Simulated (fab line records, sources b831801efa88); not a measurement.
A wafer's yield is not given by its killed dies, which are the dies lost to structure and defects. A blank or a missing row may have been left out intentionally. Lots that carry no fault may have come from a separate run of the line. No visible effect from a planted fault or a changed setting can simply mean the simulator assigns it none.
fab line records | flow sky130
record: lots: 6 | wafers: 18 | last_day: 50
route steps=708 shown LOCAL_INTERCONNECT@388 PAD_OPEN@708
lots with no fault: from the same line, run without faults
start_h: hours from the record's first day to the start of the lot's first wafer shown | wait_h: hours since the lot's step before | " unchanged from the row above | L1.1+2: a single row standing in for several wafers | - value missing, or start not given | * or withheld: withheld | < > ~ a bound
route shown NAME@n: names a module that has steps shown in the file, with the first one's number in the route | usual: mean/standard deviation of fault-free wafers | same: alike in all rows | chamber/n: place in a boat | sites: readings site by site | _std_site: the standard deviation of these | _edge_site: inner sites' mean taken away from outer sites' mean | radius_mm: how far each site lies from the wafer's centre | mask NAME#n: copy n | behind: the last tool/chamber to shape the wafer | hold: why the lot went on hold/how many hours it stayed there/how the hold came to an end | device: the n, p or np transistor that did not switch | end of line: the same wafers' tests at the end of the route | step lacking rows: just its recipe | killed: dies that structure and defects cost at the first sort, which is not the same as the wafer's yield | map: shows each die of a wafer: x if killed, . if not, _ if none is there
set.NAME: the setting as run; set.NAME@STEP: as run at that earlier step | model.NAME: the simulator's own value behind a step, which no gauge read
lots at selected steps of the route; one table per step, one row per wafer
services: a tool's chamber out of use, with start hour (start_h, from the record's first day; less than 0 if before it), hours out, and reason
== steps ==
step: SKY_LOCAL_INTERCONNECT_RS_MEAS_01
recipe: thk_meas_gauge: four-point-probe | reads: TiN_of_LOCAL_INTERCONNECT_SPUTTER_00
usual: LOCAL_INTERCONNECT_TIN_RS: 14.19/0.21
lot.wafer | tool          | chamber | start_h | wait_h | LOCAL_INTERCONNECT_TIN_RS[ohm/sq]
L844.1    | film_metro-01 | -       | 677.62  | 0.0    | 14.20
L844.2    | "             | -       | "       | "      | 14.03
L844.4    | "             | -       | "       | "      | 14.53
L845.1    | film_metro-02 | -       | 680.27  | 0.0    | 14.10
L845.3    | "             | -       | "       | "      | 14.28
L845.5    | "             | -       | "       | "      | 14.19
L846.2    | film_metro-02 | -       | 694.09  | 0.1    | 14.54
L846.3    | "             | -       | "       | "      | 14.38
L846.6    | "             | -       | "       | "      | 14.22
L847.2    | film_metro-04 | -       | 701.48  | 0.1    | 14.30
L847.3    | "             | -       | "       | "      | 14.11
L847.6    | "             | -       | "       | "      | 13.86
L857.2    | film_metro-02 | -       | 782.29  | 0.1    | 13.97
L857.5    | "             | -       | "       | "      | 14.35
L857.6    | "             | -       | "       | "      | 13.87
L866.3    | film_metro-02 | -       | 863.96  | 0.1    | 14.18
L866.5    | "             | -       | "       | "      | 14.35
L866.6    | "             | -       | "       | "      | 14.29
step: SKY_LOCAL_INTERCONNECT_THK_MEAS_02
recipe: thk_meas_gauge: xrf | reads: TiN_of_LOCAL_INTERCONNECT_SPUTTER_00
usual: LOCAL_INTERCONNECT_TIN_THK: 99.1/1.3
lot.wafer | tool          | chamber | start_h | wait_h | LOCAL_INTERCONNECT_TIN_THK[nm]
L844.1    | film_metro-01 | -       | 677.74  | 0.1    | 98.9
L844.2    | "             | -       | "       | "      | 100.0
L844.4    | "             | -       | "       | "      | 96.7
L845.1    | film_metro-02 | -       | 680.39  | 0.1    | 99.6
L845.3    | "             | -       | "       | "      | 98.7
L845.5    | "             | -       | "       | "      | 99.4
L846.2    | film_metro-02 | -       | 694.20  | 0.1    | 96.8
L846.3    | "             | -       | "       | "      | 98.1
L846.6    | "             | -       | "       | "      | 99.0
L847.2    | film_metro-04 | -       | 701.59  | 0.1    | 98.0
L847.3    | "             | -       | "       | "      | 99.8
L847.6    | "             | -       | "       | "      | 100.4
L857.2    | film_metro-02 | -       | 782.40  | 0.1    | 100.8
L857.5    | "             | -       | "       | "      | 98.2
L857.6    | "             | -       | "       | "      | 101.6
L866.3    | film_metro-02 | -       | 864.06  | 0.1    | 99.8
L866.5    | "             | -       | "       | "      | 98.9
L866.6    | "             | -       | "       | "      | 98.9
step: SKY_LOCAL_INTERCONNECT_DEHYDRATE_03
recipe: temp_c: 200 | time_s: 60
step: SKY_LOCAL_INTERCONNECT_HMDS_04
recipe: prime_time_s: 60 | prime_temp_c: 120
step: SKY_LOCAL_INTERCONNECT_COAT_05
recipe: resist: BARC | temp_c: withheld | time_s: withheld | spin_rpm: 3000 | resist_thk_nm: 60
step: SKY_LOCAL_INTERCONNECT_COAT_06
recipe: resist: KrF-thick | spin_rpm: 3000 | resist_thk_nm: 450
step: SKY_LOCAL_INTERCONNECT_SOFTBAKE_07
recipe: temp_c: 100 | time_s: 90 | resist: KrF-thick
step: SKY_LOCAL_INTERCONNECT_EXPOSE_08
recipe: mask_id: LI1M | na: 0.8 | source_shape: annular | sigma_inner: 0.55 | sigma_outer: 0.85 | target_cd_nm: 170 | dose_mj: 28
step: SKY_LOCAL_INTERCONNECT_PEB_09
recipe: peb_temp_c: withheld | peb_time_s: withheld | resist: KrF-thick
step: SKY_LOCAL_INTERCONNECT_DEVELOP_10
recipe: develop_time_s: 60 | resist: KrF-thick | dev_temp_c: 21.69
step: SKY_LOCAL_INTERCONNECT_CD_MEAS_11
recipe: target_cd_nm: 170
usual: cd_nm: 169.9/1.7
lot.wafer | tool      | chamber | start_h | wait_h | cd_nm
L844.1    | cd_sem-02 | -       | 706.59  | -      | 167.7
L844.2    | "         | -       | "       | "      | 167.6
L844.4    | "         | -       | "       | "      | 169.8
L845.1    | cd_sem-01 | -       | 708.97  | -      | 172.1
L845.3    | "         | -       | "       | "      | 170.8
L845.5    | "         | -       | "       | "      | 170.0
L846.2    | cd_sem-01 | -       | 721.47  | -      | 170.2
L846.3    | "         | -       | "       | "      | 168.4
L846.6    | "         | -       | "       | "      | 169.8
L847.2    | cd_sem-01 | -       | 728.54  | -      | 168.4
L847.3    | "         | -       | "       | "      | 167.7
L847.6    | "         | -       | "       | "      | 167.8
L857.2    | cd_sem-02 | -       | 808.71  | -      | 167.3
L857.5    | "         | -       | "       | "      | 167.4
L857.6    | "         | -       | "       | "      | 166.5
L866.3    | cd_sem-02 | -       | 889.63  | -      | 170.0
L866.5    | "         | -       | "       | "      | 169.8
L866.6    | "         | -       | "       | "      | 169.9
step: SKY_LOCAL_INTERCONNECT_OVL_MEAS_12
usual: LOCAL_INTERCONNECT_OVL: -4/4.8
lot.wafer | tool       | chamber | start_h | wait_h | LOCAL_INTERCONNECT_OVL[nm]
L844.1    | overlay-01 | -       | 706.71  | 0.1    | -4
L844.2    | "          | -       | "       | "      | -6
L844.4    | "          | -       | "       | "      | -10
L845.1    | overlay-02 | -       | 709.09  | 0.1    | -5
L845.3    | "          | -       | "       | "      | 3
L845.5    | "          | -       | "       | "      | -5
L846.2    | overlay-01 | -       | 721.58  | 0.1    | -13
L846.3    | "          | -       | "       | "      | -5
L846.6    | "          | -       | "       | "      | -3
L847.2    | overlay-01 | -       | 728.65  | 0.1    | 9
L847.3    | "          | -       | "       | "      | -1
L847.6    | "          | -       | "       | "      | 1
L857.2    | overlay-01 | -       | 808.81  | 0.1    | -10
L857.5    | "          | -       | "       | "      | -3
L857.6    | "          | -       | "       | "      | -2
L866.3    | overlay-01 | -       | 889.72  | 0.1    | -2
L866.5    | "          | -       | "       | "      | -1
L866.6    | "          | -       | "       | "      | -8
step: SKY_LOCAL_INTERCONNECT_ETCH_13
recipe: chemistry: N2/H2 | target: BARC | ion_energy_ev: 200 | bias_w: 100 | pressure_mtorr: 30 | n2_flow_sccm: 100 | h2_flow_sccm: 200 | icp_w: 500 | stop_on: SiO2 | time_s: 45.9 | target_depth_a: 600
usual: bias_w: 99.98/0.28 | drypump_motor_current_A: 6.3/0.32 | oes_product_au: 0.855/0.0041 | throttle_valve_pct: 13.225/0.01
lot.wafer | tool         | chamber | start_h | wait_h | bias_w | drypump_motor_current_A | oes_product_au | rf_hours_counter_h | throttle_valve_pct | model.KrF-thick_of_LOCAL_INTERCONNECT_COAT_06.thk_nm | model.LOCAL_INTERCONNECT.cd_nm | model.SiO2_of_SONOS_ONO_CVD_04.thk_nm
L844.1    | rie_metal-02 | 0       | 706.74  | 0.0    | 99.82  | 6.6                     | 0.854          | 13                 | 13.231             | 394.1                                                | 168.8                          | 4.029
L844.2    | "            | 1       | "       | "      | 99.85  | 6.6                     | 0.854          | 10                 | 13.216             | 393.6                                                | 167.7                          | 4.028
L844.4    | "            | 0       | "       | "      | 99.51  | 6.6                     | 0.862          | -                  | 13.216             | 394.5                                                | 170.7                          | 4.007
L845.1    | rie_metal-02 | 0       | 709.13  | 0.0    | 99.82  | 6.6                     | 0.855          | 13                 | 13.229             | 375.2                                                | 168.4                          | 3.171
L845.3    | "            | 1       | "       | "      | 99.62  | 6.6                     | 0.860          | -                  | 13.221             | 372.1                                                | 166.2                          | 3.104
L845.5    | "            | 0       | "       | "      | 99.92  | 6.6                     | 0.848          | -                  | 13.204             | 393.1                                                | 170.1                          | 4.009
L846.2    | rie_metal-02 | 1       | 721.61  | 0.0    | 99.30  | 6.6                     | 0.863          | 11                 | 13.231             | 392.2                                                | 169.9                          | 4.045
L846.3    | "            | 0       | "       | "      | 100.26 | 6.6                     | 0.863          | -                  | 13.224             | 376.6                                                | 165.5                          | 3.307
L846.6    | "            | 1       | "       | "      | 100.09 | 6.5                     | 0.852          | -                  | 13.233             | 391.9                                                | 169.3                          | 4.178
L847.2    | rie_metal-03 | 1       | 728.68  | 0.0    | 100.33 | 5.8                     | 0.852          | 14                 | 13.224             | 392                                                  | 168.3                          | 4.109
L847.3    | "            | 0       | "       | "      | 99.87  | 6.3                     | 0.855          | -                  | 13.218             | 391.4                                                | 167.7                          | 4.138
L847.6    | "            | 1       | "       | "      | 100.53 | 5.8                     | 0.854          | -                  | 13.217             | 392.7                                                | 167.2                          | 4.137
L857.2    | rie_metal-03 | 1       | 808.84  | 0.0    | 99.81  | 5.8                     | 0.858          | 1                  | 13.208             | 394.2                                                | 167.1                          | 4.156
L857.5    | "            | 1       | "       | "      | 100.03 | 5.8                     | 0.855          | -                  | 13.251             | 394.1                                                | 166.8                          | 4.138
L857.6    | "            | 0       | "       | "      | 99.54  | 6.3                     | 0.859          | -                  | 13.226             | 396.5                                                | 166.6                          | 4.191
L866.3    | rie_metal-02 | 1       | 889.76  | 0.0    | 99.58  | 6.6                     | 0.850          | -                  | 13.213             | 392.5                                                | 170.1                          | 4.09
L866.5    | "            | 1       | "       | "      | 99.78  | 6.5                     | 0.857          | -                  | 13.218             | 392.6                                                | 169.8                          | 4.25
L866.6    | "            | 0       | "       | "      | 100.42 | 6.6                     | 0.855          | -                  | 13.231             | 393                                                  | 168.6                          | 4.177
step: SKY_LOCAL_INTERCONNECT_METAL_ETCH_14
recipe: target_depth_nm: 110 | stop_on: PSG | chemistry: Cl2/BCl3 | target: TiN | resist_sidewall_deg: 88 | pressure_mtorr: 10 | icp_w: 900 | bias_w: 48.5 | Cl2_flow_sccm: 60 | bcl3_flow_sccm: 30 | time_s: 31.4
usual: bias_w: 48.46/0.13 | drypump_motor_current_A: 6.3/0.32 | oes_product_au: 0.939/0.0086 | throttle_valve_pct: 21.903/0.01
lot.wafer | tool         | chamber | start_h | wait_h | bias_w | drypump_motor_current_A | oes_product_au | rf_hours_counter_h | throttle_valve_pct | model.KrF-thick_of_LOCAL_INTERCONNECT_COAT_06.thk_nm | model.LOCAL_INTERCONNECT.cd_nm
L844.1    | rie_metal-02 | 0       | 706.80  | 0.0    | 48.14  | 6.6                     | 0.939          | 13                 | 21.896             | 350.4                                                | 167.3
L844.2    | "            | 1       | "       | "      | 48.46  | 6.6                     | 0.943          | 10                 | 21.890             | 348.9                                                | 168.2
L844.4    | "            | 0       | "       | "      | 48.51  | 6.6                     | 0.931          | -                  | 21.911             | 350.8                                                | 169.7
L845.1    | rie_metal-02 | 0       | 709.19  | 0.0    | 48.47  | 6.6                     | 0.949          | 13                 | 21.900             | 331.8                                                | 167.1
L845.3    | "            | 1       | "       | "      | 48.54  | 6.6                     | 0.924          | -                  | 21.910             | 327.1                                                | 166.6
L845.5    | "            | 0       | "       | "      | 48.43  | 6.6                     | 0.939          | -                  | 21.891             | 349.6                                                | 168.6
L846.2    | rie_metal-02 | 1       | 721.67  | 0.0    | 48.53  | 6.6                     | 0.925          | 11                 | 21.921             | 347.4                                                | 171.2
L846.3    | "            | 0       | "       | "      | 48.48  | 6.6                     | 0.929          | -                  | 21.915             | 332.8                                                | 164.3
L846.6    | "            | 1       | "       | "      | 48.52  | 6.5                     | 0.940          | -                  | 21.897             | 347                                                  | 169.9
L847.2    | rie_metal-03 | 1       | 728.74  | 0.0    | 48.37  | 5.8                     | 0.941          | 14                 | 21.897             | 346.8                                                | 168.3
L847.3    | "            | 0       | "       | "      | 48.42  | 6.3                     | 0.936          | -                  | 21.902             | 347.3                                                | 169.3
L847.6    | "            | 1       | "       | "      | 48.20  | 5.8                     | 0.946          | -                  | 21.885             | 347.6                                                | 167.4
L857.2    | rie_metal-03 | 1       | 808.91  | 0.0    | 48.52  | 5.8                     | 0.936          | 1                  | 21.888             | 348.5                                                | 167.1
L857.5    | "            | 1       | "       | "      | 48.27  | 5.8                     | 0.931          | -                  | 21.914             | 348.5                                                | 166.7
L857.6    | "            | 0       | "       | "      | 48.43  | 6.3                     | 0.955          | -                  | 21.890             | 352.7                                                | 168.3
L866.3    | rie_metal-02 | 1       | 889.82  | 0.0    | 48.55  | 6.6                     | 0.947          | -                  | 21.911             | 347.9                                                | 170.6
L866.5    | "            | 1       | "       | "      | 48.56  | 6.6                     | 0.926          | -                  | 21.923             | 348.7                                                | 170.4
L866.6    | "            | 0       | "       | "      | 48.36  | 6.6                     | 0.942          | -                  | 21.902             | 348.8                                                | 169.7
step: SKY_LOCAL_INTERCONNECT_STRIP_15
recipe: chemistry: O2/N2 | power_w: 1400 | pressure_mtorr: 1500 | platen_temp_c: withheld | o2_flow_sccm: 3000 | n2_flow_sccm: 300 | overash_fraction: 0.5
usual: drypump_motor_current_A: 6.0/0.57 | oes_product_au: 0.427/0.0046 | strip_time_to_endpoint_s: 4.727/0.02
same: overash_fraction: 0.5
lot.wafer | tool            | chamber | start_h | wait_h | drypump_motor_current_A | oes_product_au | rf_hours_counter_h | strip_time_to_endpoint_s
L844.1    | plasma_asher-02 | 1       | 706.86  | 0.0    | 6.5                     | 0.426          | 26                 | 4.737
L844.2    | "               | 0       | "       | "      | 5.2                     | 0.439          | 26                 | 4.718
L844.4    | "               | 0       | "       | "      | 5.2                     | 0.431          | -                  | 4.736
L845.1    | plasma_asher-02 | 0       | 709.24  | 0.0    | 5.2                     | 0.414          | 27                 | 4.543
L845.3    | "               | 1       | "       | "      | 6.6                     | 0.417          | -                  | 4.494
L845.5    | "               | 1       | "       | "      | 6.6                     | 0.420          | -                  | 4.715
L846.2    | plasma_asher-02 | 1       | 721.72  | 0.0    | 6.5                     | 0.431          | 28                 | 4.708
L846.3    | "               | 1       | "       | "      | 6.6                     | 0.415          | -                  | 4.560
L846.6    | "               | 0       | "       | "      | 5.2                     | 0.432          | -                  | 4.703
L847.2    | plasma_asher-01 | 1       | 728.79  | 0.0    | 6.5                     | 0.420          | 106                | 4.711
L847.3    | "               | 1       | "       | "      | 6.5                     | 0.425          | -                  | 4.709
L847.6    | "               | 0       | "       | "      | 5.8                     | 0.420          | -                  | 4.718
L857.2    | plasma_asher-04 | 0       | 808.96  | 0.0    | 6.5                     | 0.429          | 68                 | 4.719
L857.5    | "               | 1       | "       | "      | 5.3                     | 0.429          | -                  | 4.726
L857.6    | "               | 0       | "       | "      | 6.5                     | 0.423          | -                  | 4.782
L866.3    | plasma_asher-01 | 1       | 889.89  | 0.1    | 6.5                     | 0.425          | -                  | 4.720
L866.5    | "               | 0       | "       | "      | 5.8                     | 0.421          | -                  | 4.713
L866.6    | "               | 1       | "       | "      | 6.5                     | 0.419          | -                  | 4.732
step: SKY_LOCAL_INTERCONNECT_STRIP_16
recipe: chemistry: post_etch_residue_remover | time_s: 1200 | temp_c: 72.5
step: SKY_PAD_OPEN_PROBE_99
usual: killed_at_M0_to_M3: 43/6.8 | killed_at_M4_up: 3.2/1.9 | killed_at_contacts: 24/5 | killed_at_front_end: 16/4.9 | killed_at_other: 0.4/0.76 | killed_dies: 87/10 | killed_open: 47/7.3 | killed_short: 39/6.2
same: gross_dies: 492 | killed_at_back_side: 0
lot.wafer | tool      | chamber | start_h | wait_h | killed_at_M0_to_M3 | killed_at_M4_up | killed_at_contacts | killed_at_front_end | killed_at_other | killed_dies | killed_open | killed_short
L845.1    | prober-02 | -       | 1077.70 | 0.1    | 55                 | 2               | 24                 | 14                  | 0               | 95          | 64          | 31
L845.3    | prober-02 | -       | 1077.80 | 0.2    | 32                 | 6               | 27                 | 18                  | 0               | 83          | 39          | 44
L845.5    | prober-02 | -       | 1077.90 | 0.2    | 49                 | 5               | 21                 | 18                  | 0               | 93          | 48          | 45
L846.2    | prober-01 | -       | 1087.66 | 0.1    | 39                 | 3               | 28                 | 7                   | 1               | 78          | 40          | 37
L846.3    | prober-01 | -       | 1087.71 | 0.2    | 43                 | 5               | 18                 | 12                  | 1               | 79          | 34          | 43
L846.6    | prober-01 | -       | 1087.86 | 0.2    | 44                 | 3               | 27                 | 14                  | 0               | 88          | 46          | 40
L847.2    | prober-02 | -       | 1090.92 | 0.1    | 32                 | 3               | 27                 | 15                  | 0               | 77          | 41          | 36
L847.3    | prober-02 | -       | 1090.97 | 0.2    | 35                 | 1               | 30                 | 14                  | 0               | 80          | 39          | 41
L847.6    | prober-02 | -       | 1091.12 | 0.2    | 42                 | 9               | 21                 | 23                  | 0               | 95          | 57          | 38
L857.2    | prober-02 | -       | 1151.46 | 0.1    | 43                 | 3               | 27                 | 17                  | 0               | 90          | 39          | 51
L857.5    | prober-02 | -       | 1151.61 | 0.2    | 29                 | 1               | 33                 | 14                  | 0               | 77          | 41          | 36
L857.6    | prober-02 | -       | 1151.66 | 0.2    | 35                 | 3               | 33                 | 17                  | 0               | 88          | 47          | 41
killed by level:class
L845.1 VIA1:geometric_particle:open=17 LI_CONTACT:geometric_particle:open=9 CONTACT:geometric_particle:open=8 VIA2:geometric_particle:open=7 METAL2:geometric_particle:short=7 VIA3:geometric_particle:open=7 METAL1:geometric_particle:short=6 POLY_GATE:geometric_particle:open=5
L845.3 CONTACT:geometric_particle:short=9 VIA1:geometric_particle:open=8 VIA1:geometric_particle:short=8 LI_CONTACT:geometric_particle:open=7 FIELD_ISO:geometric_particle:open=6 VIA2:geometric_particle:open=6 POLY_GATE:geometric_particle:short=5 LOCAL_INTERCONNECT:geometric_particle:short=5
L845.5 VIA2:geometric_particle:open=11 VIA1:geometric_particle:open=10 VIA3:geometric_particle:open=8 CONTACT:geometric_particle:open=7 VIA1:geometric_particle:short=7 CONTACT:geometric_particle:short=6 POLY_GATE:geometric_particle:open=6 POLY_GATE:geometric_particle:short=5
L846.2 VIA1:geometric_particle:open=11 LI_CONTACT:geometric_particle:open=9 METAL1:geometric_particle:short=8 LI_CONTACT:geometric_particle:short=6 CONTACT:geometric_particle:short=5 VIA2:geometric_particle:open=5 VIA3:geometric_particle:open=4 POLY_GATE:geometric_particle:open=3
L846.3 VIA1:geometric_particle:open=10 METAL1:geometric_particle:short=7 FIELD_ISO:geometric_particle:open=6 CONTACT:geometric_particle:short=6 VIA1:geometric_particle:short=6 VIA2:geometric_particle:open=5 VIA3:geometric_particle:open=4 LI_CONTACT:geometric_particle:open=4
L846.6 VIA1:geometric_particle:open=12 LI_CONTACT:geometric_particle:open=9 LOCAL_INTERCONNECT:geometric_particle:short=6 CONTACT:geometric_particle:open=5 METAL1:geometric_particle:open=5 VIA2:geometric_particle:short=5 VIA1:geometric_particle:short=4 LI_CONTACT:geometric_particle:short=4
L847.2 CONTACT:geometric_particle:open=12 VIA1:geometric_particle:open=9 LI_CONTACT:geometric_particle:open=6 FIELD_ISO:geometric_particle:short=5 LOCAL_INTERCONNECT:geometric_particle:short=5 METAL2:geometric_particle:short=5 VIA3:geometric_particle:short=4 FIELD_ISO:geometric_particle:open=3
L847.3 CONTACT:geometric_particle:open=10 CONTACT:geometric_particle:short=7 VIA3:geometric_particle:open=7 METAL2:geometric_particle:short=6 VIA1:geometric_particle:open=5 FIELD_ISO:geometric_particle:short=4 FIELD_ISO:geometric_particle:open=4 LI_CONTACT:geometric_particle:open=4
L847.6 VIA1:geometric_particle:open=10 LI_CONTACT:geometric_particle:open=8 VIA3:geometric_particle:open=8 FIELD_ISO:geometric_particle:open=7 METAL4:geometric_particle:short=7 CONTACT:geometric_particle:open=6 VIA2:geometric_particle:open=6 METAL1:geometric_particle:short=5
L857.2 METAL1:geometric_particle:short=10 VIA1:geometric_particle:open=9 CONTACT:geometric_particle:open=9 VIA1:geometric_particle:short=7 FIELD_ISO:geometric_particle:open=6 LOCAL_INTERCONNECT:geometric_particle:short=6 POLY_GATE:geometric_particle:short=5 LI_CONTACT:geometric_particle:short=4
L857.5 CONTACT:geometric_particle:open=10 LI_CONTACT:geometric_particle:open=9 CONTACT:geometric_particle:short=7 VIA1:geometric_particle:open=7 POLY_GATE:geometric_particle:short=4 LOCAL_INTERCONNECT:geometric_particle:short=4 METAL1:geometric_particle:short=4 METAL2:geometric_particle:short=4
L857.6 LI_CONTACT:geometric_particle:open=11 VIA1:geometric_particle:open=10 CONTACT:geometric_particle:open=9 LOCAL_INTERCONNECT:geometric_particle:short=5 POLY_GATE:geometric_particle:short=4 LI_CONTACT:geometric_particle:short=4 CONTACT:geometric_particle:short=4 METAL2:geometric_particle:short=4
== services ==
tool            | chamber | start_h | hours | kind
plasma_asher-01 | -       | 733.75  | 9.0   | pm
plasma_asher-01 | 0       | 733.75  | 9.0   | vent_cycle
plasma_asher-01 | 1       | 733.75  | 9.0   | vent_cycle
plasma_asher-01 | 0       | 742.75  | -     | clean
plasma_asher-01 | 1       | 742.75  | -     | clean
rie_metal-02    | 1       | 749.54  | 1.0   | repair
rie_metal-03    | -       | 766.17  | 2.8   | pm
rie_metal-03    | 1       | 770.67  | -     | clean
rie_metal-03    | 1       | 770.67  | 18.5  | scheduled_down
rie_metal-03    | 1       | 770.67  | 18.5  | vent_cycle
rie_metal-02    | 0       | 799.34  | -     | clean
rie_metal-02    | 0       | 799.34  | 23.6  | scheduled_down
rie_metal-02    | 0       | 799.34  | 23.6  | vent_cycle
rie_metal-03    | -       | 820.65  | 0.4   | repair
plasma_asher-04 | -       | 822.83  | 26.3  | repair
plasma_asher-04 | -       | 830.65  | 1.9   | repair
plasma_asher-04 | -       | 849.17  | 2.8   | pm
rie_metal-03    | 0       | 888.68  | 1.4   | repair
== key ==
first_sign: step: SKY_LOCAL_INTERCONNECT_STRIP_15 | reading: strip_time_to_endpoint_s | direction: down | sigmas: 9.6 | usual: * | struck: *
effect none on later readings
model_effect: step: SKY_LOCAL_INTERCONNECT_ETCH_13 | value: KrF-thick_of_LOCAL_INTERCONNECT_COAT_06.thk_nm | without: 392.6 | struck: 374.6
model_effect: step: SKY_LOCAL_INTERCONNECT_METAL_ETCH_14 | value: KrF-thick_of_LOCAL_INTERCONNECT_COAT_06.thk_nm | without: 348.5 | struck: 330.6
met_at SKY_LOCAL_INTERCONNECT_ETCH_13
struck_wafers L845.1,L845.3,L846.3
tester_left_out L845,L846
onset_between 706.74 709.13
fault: kind: process_parameter_drift | tool: rie_metal-02 | chamber: - | onset_h: 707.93 | steps: SKY_LOCAL_INTERCONNECT_ETCH_13 | channel: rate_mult | offset: 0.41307 | shape: step | end_h: 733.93 | scope: struck_wafers_only
tester_left_out: of these lots the tester's yield and bins aren't shown, on N5 and GAA mostly nor the transistor test; their killed dies are dies lost to structure and defects alone, not to doping, threshold or leakage, so they don't give the yield
